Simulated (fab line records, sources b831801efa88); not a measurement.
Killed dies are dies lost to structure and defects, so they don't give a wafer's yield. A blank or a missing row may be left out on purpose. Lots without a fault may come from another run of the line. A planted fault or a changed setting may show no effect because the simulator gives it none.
Problem report in the 8D (eight disciplines) form, filled by code | flow gf180mcu | the parts of the form that need people (team, actions taken, sign-off) are left out

1. THE PROBLEM
CONTACT_W_RS at GF_CONTACT_RS_MEAS_25 reads a mean of 0.325 ohm/sq on 6 wafers of 2 lots; wafers without a fault read 0.380 ohm/sq with a standard deviation of 0.0061. That is -9.1 standard deviations from the usual mean.
The step: measures by four-point-probe.
First seen on wafer L827.3, day 17 18:22, on film_metro-02. The record holds 36 wafers of 12 lots with a number at this step. Rule for "out", or "out of limits": more than 4 standard deviations from the usual mean. The other wafers with a number count as sound.

2. WHAT IT IS AND WHAT IT IS NOT
question                    | is                     | is not
which readings at this step | CONTACT_W_RS           | -
which lots                  | L827, L829             | L824, L835, L838, L839, L840, L842, L843, L844, L845, L846
which wafers of those lots  | all that have a number | -
read on which gauges        | film_metro-02          | film_metro-01, film_metro-04
when                        | from day 17 18:22      | up to then (3 sound wafers); but 27 sound wafers of L835, L838, L839, L840, L842, L843, L844, L845, L846 came after

3. SUSPECTS, AND WHAT RULES EACH OUT
Counting: a tool at a process step up to the reading stays a suspect if it ran every lot that is out and no sound lot after the first of them.
- the gauge at GF_CONTACT_RS_MEAS_25: kept. All the wafers that are out were read on film_metro-02, and no step on other tools shows them out.
- pecvd-01 at GF_CONTACT_CVD_02 (deposits SiO2 from TEOS, target thk 860 nm, time 95.992 s): ruled out as a lasting fault. Sound lots L838, L844, L845 ran on it after its first lot that is out, L827 (day 16 17:59).
- cvd_w-02 at GF_CONTACT_CVD_24 (deposits W, target thk 300 nm, time 90.339 s): ruled out as a lasting fault. Sound lots L835, L838, L839, L840, L844 ran on it after its first lot that is out, L827 (day 17 18:16).
Left after counting: film_metro-02 at GF_CONTACT_RS_MEAS_25.

4. THE CAUSE (what the simulator had put in)
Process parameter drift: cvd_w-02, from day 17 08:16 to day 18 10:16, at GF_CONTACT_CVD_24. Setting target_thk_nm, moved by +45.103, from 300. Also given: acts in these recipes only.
Counting ruled it out, wrongly: the rule takes a fault to strike every lot that its tool runs from its start on, and this one did not.

5. THE CHAIN OF EFFECTS, in route order
Each row: a reading whose mean over the struck wafers that have a number lies more than 3 standard deviations from the usual. Only readings for which the record gives a usual standard deviation are gone through. hours: the time from each lot's start at the first step in this table that gives one to its start at this step, as a median over the lots. sigmas: the change in usual standard deviations.
hours | step                   | reading            | usual        | on struck wafers | change | sigmas
0     | GF_CONTACT_RS_MEAS_25  | CONTACT_W_RS       | 0.380 ohm/sq | 0.325            | -0.055 | -9.1
0     | GF_CONTACT_THK_MEAS_26 | CONTACT_W_THK      | 288 nm       | 340              | +52    | +11
0     | GF_CONTACT_CMP_27      | time_to_endpoint_s | 73 s         | 86               | +13    | +4.3
The process steps in it:
- GF_CONTACT_CMP_27: polishes, stops on SiO2, t overpolish 15 s, target thk 0 nm.

6. WHAT WOULD HAVE CAUGHT IT SOONER
In this record the first reading out of limits at a measuring or inspecting step was taken at day 17 18:22, 10 hours after the fault began at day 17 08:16.
Of the tool readings at GF_CONTACT_CVD_24 for which the record gives a usual standard deviation, none was out on any struck wafer, so an alarm limit of 4 standard deviations on them would not have fired.
